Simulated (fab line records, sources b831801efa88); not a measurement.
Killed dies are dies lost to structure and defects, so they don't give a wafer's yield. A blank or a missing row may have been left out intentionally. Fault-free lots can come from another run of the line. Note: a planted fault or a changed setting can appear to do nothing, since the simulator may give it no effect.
Which tool is to blame? | flow sky130 | 15 lots, 45 wafers sampled, at 5 steps of a route of 708

== WHAT EACH GAUGE READ, for each wafer ==
SKY_CONTACT_THK_MEAS_26: measures by xrf. Usual: CONTACT_W_THK 346 nm, standard deviation 6.9.
lot  | measured     | on            | CONTACT_W_THK (nm) | flag
L215 | day 32 01:58 | film metro-01 | 338 347 344        |
L216 | day 32 12:26 | film metro-04 | 358 347 345        |
L218 | day 32 21:17 | film metro-04 | 353 344 347        |
L219 | day 34 11:30 | film metro-04 | 348 349 348        |
L221 | day 34 13:56 | film metro-01 | 342 337 338        |
L220 | day 34 16:31 | film metro-01 | 351 348 348        |
L228 | day 37 07:31 | film metro-03 | 337 330 330        |
L230 | day 37 12:16 | film metro-01 | 341 335 335        |
L229 | day 37 15:00 | film metro-04 | 344 341 351        |
L232 | day 37 20:58 | film metro-04 | 361 358 355        |
L231 | day 37 23:26 | film metro-04 | 355 354 351        |
L233 | day 38 10:44 | film metro-04 | 354 352 358        |
L236 | day 38 15:18 | film metro-01 | 343 346 342        |
L235 | day 38 17:34 | film metro-04 | 352 345 348        |
L237 | day 39 01:44 | film metro-04 | 350 350 344        |

SKY_METAL1_RS_MEAS_05: measures by four-point-probe. Usual: METAL1_ALCU_RS 0.1268 ohm/sq, standard deviation 0.0013.
lot  | measured     | on            | METAL1_ALCU_RS (ohm/sq) | flag
L215 | day 32 02:28 | film metro-04 | 0.1286 0.1285 0.1274    |
L216 | day 32 12:56 | film metro-01 | 0.1253 0.1262 0.1250    |
L218 | day 32 21:47 | film metro-01 | 0.1250 0.1262 0.1248    |
L219 | day 34 12:00 | film metro-02 | 8.7716 8.7413 8.7750    | OFF
L221 | day 34 14:26 | film metro-04 | 8.6499 8.6451 8.6646    | OFF
L220 | day 34 17:02 | film metro-02 | 8.7187 8.6163 8.6157    | OFF
L228 | day 37 08:01 | film metro-04 | 0.1255 0.1265 0.1262    |
L230 | day 37 12:47 | film metro-02 | 0.1265 0.1259 0.1265    |
L229 | day 37 15:30 | film metro-01 | 0.1267 0.1259 0.1267    |
L232 | day 37 21:28 | film metro-01 | 0.1275 0.1273 0.1272    |
L231 | day 37 23:57 | film metro-01 | 0.1279 0.1294 0.1292    |
L233 | day 38 11:16 | film metro-02 | 0.1247 0.1275 0.1263    |
L236 | day 38 15:50 | film metro-02 | 0.1259 0.1268 0.1272    |
L235 | day 38 18:04 | film metro-01 | 0.1247 0.1256 0.1246    |
L237 | day 39 02:14 | film metro-01 | 0.1265 0.1273 0.1259    |

SKY_METAL1_THK_MEAS_06: measures by xrf. Usual: METAL1_ALCU_THK 248.2 nm, standard deviation 2.6.
lot  | measured     | on            | METAL1_ALCU_THK (nm) | flag
L215 | day 32 02:35 | film metro-04 | 245.4 245.9 247.3    |
L216 | day 32 13:03 | film metro-01 | 249.2 248.9 250.3    |
L218 | day 32 21:54 | film metro-01 | 252.8 247.4 249.9    |
L219 | day 34 12:07 | film metro-02 | <0.3 <0.3 <0.3       | OFF
L221 | day 34 14:34 | film metro-04 | <0.4 <0.4 <0.4       | OFF
L220 | day 34 17:08 | film metro-02 | <0.3 <0.3 <0.3       | OFF
L228 | day 37 08:08 | film metro-04 | 250.3 248.5 248.9    |
L230 | day 37 12:53 | film metro-02 | 248.2 248.9 247.7    |
L229 | day 37 15:37 | film metro-01 | 248.4 250.6 249.5    |
L232 | day 37 21:35 | film metro-01 | 247.0 249.4 249.9    |
L231 | day 38 00:04 | film metro-01 | 246.3 242.2 244.5    |
L233 | day 38 11:22 | film metro-02 | 251.2 246.0 248.8    |
L236 | day 38 15:55 | film metro-02 | 250.0 247.1 246.8    |
L235 | day 38 18:11 | film metro-01 | 252.2 251.8 253.8    |
L237 | day 39 02:22 | film metro-01 | 250.9 247.2 251.5    |

== WHAT TOOL EACH LOT RAN ON (gives the tool, then ch and the chambers of the sampled wafers, and finally the start) ==
lot  | SKY_CONTACT_ETCH_18                           | SKY_METAL1_SPUTTER_02
L215 | rie diel-02 ch 1,2,3, day 32 01:58 or earlier | pvd sputter-01, day 32 02:22
L216 | rie diel-03 ch 2,3, day 32 12:26 or earlier   | pvd sputter-02, day 32 12:50
L218 | rie diel-03 ch 1,2,3, day 32 21:17 or earlier | pvd sputter-02, day 32 21:41
L219 | rie diel-02 ch 0,1,3, day 34 11:30 or earlier | pvd sputter-01, day 34 11:55
L221 | rie diel-02 ch 0,1,3, day 34 13:56 or earlier | pvd sputter-02, day 34 14:20
L220 | rie diel-02 ch 0,1, day 34 16:31 or earlier   | pvd sputter-01, day 34 16:54
L228 | rie diel-03 ch 1,2, day 37 07:31 or earlier   | pvd sputter-03, day 37 07:55
L230 | rie diel-02 ch 2,3, day 37 12:16 or earlier   | pvd sputter-01, day 37 12:39
L229 | rie diel-03 ch 0,1,2, day 37 15:00 or earlier | pvd sputter-01, day 37 15:25
L232 | rie diel-01 ch 0,2,3, day 37 20:58 or earlier | pvd sputter-01, day 37 21:21
L231 | rie diel-01 ch 0,3, day 37 23:26 or earlier   | pvd sputter-03, day 37 23:50
L233 | rie diel-01 ch 0,1,2, day 38 10:44 or earlier | pvd sputter-02, day 38 11:08
L236 | rie diel-02 ch 0,1, day 38 15:18 or earlier   | pvd sputter-02, day 38 15:41
L235 | rie diel-02 ch 1,2, day 38 17:34 or earlier   | pvd sputter-02, day 38 17:58
L237 | rie diel-02 ch 0,1,2, day 39 01:44 or earlier | pvd sputter-02, day 39 02:08
- SKY_CONTACT_ETCH_18: etches Si3N4 in CHF3/O2, stops on TiN, time 39 s, target depth 75 nm.
- SKY_METAL1_SPUTTER_02: material AlCu, target thk 250 nm, time 13.3 s.

== WHAT THE TOOLS THEMSELVES READ (means of the sampled wafers that have a number; where no wafer has one, the mark that the record gives instead) ==
SKY_CONTACT_ETCH_18. Usual: chamber pressure mTorr 40.00 mTorr, standard deviation 0.039; drypump motor current A 5.8 A, standard deviation 0.4; oes product au 0.855 a.u., standard deviation 0.0084; throttle valve pct 8.793 %, standard deviation 0.0086.
lot  | tool        | chamber pressure mTorr (mTorr) | drypump motor current A (A) | oes product au (a.u.) | throttle valve pct (%) | flag
L215 | rie diel-02 | 39.98                          | 6.2                         | 0.846                 | 8.790                  |
L216 | rie diel-03 | 40.03                          | 5.8                         | 0.845                 | 8.791                  |
L218 | rie diel-03 | 39.99                          | 5.6                         | 0.861                 | 8.800                  |
L219 | rie diel-02 | 40.04                          | 5.9                         | 0.867                 | 8.796                  |
L221 | rie diel-02 | 39.98                          | 5.9                         | 0.858                 | 8.795                  |
L220 | rie diel-02 | 40.03                          | 5.6                         | 0.858                 | 8.799                  |
L228 | rie diel-03 | 39.98                          | 5.3                         | 0.865                 | 8.802                  |
L230 | rie diel-02 | 40.02                          | 6.1                         | 0.852                 | 8.792                  |
L229 | rie diel-03 | 39.99                          | 5.4                         | 0.853                 | 8.802                  |
L232 | rie diel-01 | 40.00                          | 5.8                         | 0.848                 | 8.791                  |
L231 | rie diel-01 | 40.01                          | 5.9                         | 0.855                 | 8.784                  |
L233 | rie diel-01 | 39.98                          | 5.8                         | 0.867                 | 8.795                  |
L236 | rie diel-02 | 40.01                          | 5.6                         | 0.864                 | 8.800                  |
L235 | rie diel-02 | 40.00                          | 6.1                         | 0.844                 | 8.784                  |
L237 | rie diel-02 | 40.02                          | 5.8                         | 0.863                 | 8.794                  |

SKY_METAL1_SPUTTER_02. Usual: cathode dc power W 10600 W, standard deviation 1.9; chamber pressure pa 0.4001 Pa, standard deviation 0.00081; throttle valve pct 29.9 %, standard deviation 0.8.
lot  | tool           | cathode dc power W (W) | chamber pressure pa (Pa) | throttle valve pct (%) | flag
L215 | pvd sputter-01 | 10601                  | 0.3999                   | 30.1                   |
L216 | pvd sputter-02 | 10600                  | 0.4007                   | 30.0                   |
L218 | pvd sputter-02 | 10599                  | 0.4008                   | 30.1                   |
L219 | pvd sputter-01 | -                      | -                        | -                      | OFF
L221 | pvd sputter-02 | -                      | -                        | -                      | OFF
L220 | pvd sputter-01 | -                      | -                        | -                      | OFF
L228 | pvd sputter-03 | 10598                  | 0.4001                   | 28.9                   |
L230 | pvd sputter-01 | 10600                  | 0.3992                   | 29.4                   |
L229 | pvd sputter-01 | 10599                  | 0.3991                   | 29.4                   |
L232 | pvd sputter-01 | 10601                  | 0.4003                   | 29.5                   |
L231 | pvd sputter-03 | 10602                  | 0.3998                   | 29.3                   |
L233 | pvd sputter-02 | 10599                  | 0.3999                   | 30.4                   |
L236 | pvd sputter-02 | 10599                  | 0.4010                   | 30.1                   |
L235 | pvd sputter-02 | 10600                  | 0.3994                   | 30.1                   |
L237 | pvd sputter-02 | 10600                  | 0.3997                   | 30.2                   |

== THE ANSWER, worked out from the rows above alone ==
Rule: a lot counts as off when the mean over its wafers that have a number is more than 3 standard deviations away from the usual mean. Also off: a lot with no number at a reading for which 4 or more lots have one. Where the step has rows for the other lots, those lots are counted as sound. First the gauges in route order, then the tools' own readings, where a lot's mean is used as printed above. The first step at which some lot is off is used, and at that step the reading that is off furthest; a lot without a number counts as furthest.
Off: L219, L221, L220, at SKY_METAL1_RS_MEAS_05 (METAL1_ALCU_RS).
A tool fits if, at a process step before that reading, it ran every lot that is off, and no sound lot after the first of them. Not tried: the gauges at SKY_METAL1_RS_MEAS_05; whatever is off there is also off at SKY_METAL1_SPUTTER_02, on other tools, and gauge error can't account for it. SKY_CONTACT_ETCH_18 gives no start for some lots, so the hours and the order of its lots are those of SKY_CONTACT_THK_MEAS_26. Of those tried, none fits.

== WHAT THE SIMULATOR HAD INSERTED ==
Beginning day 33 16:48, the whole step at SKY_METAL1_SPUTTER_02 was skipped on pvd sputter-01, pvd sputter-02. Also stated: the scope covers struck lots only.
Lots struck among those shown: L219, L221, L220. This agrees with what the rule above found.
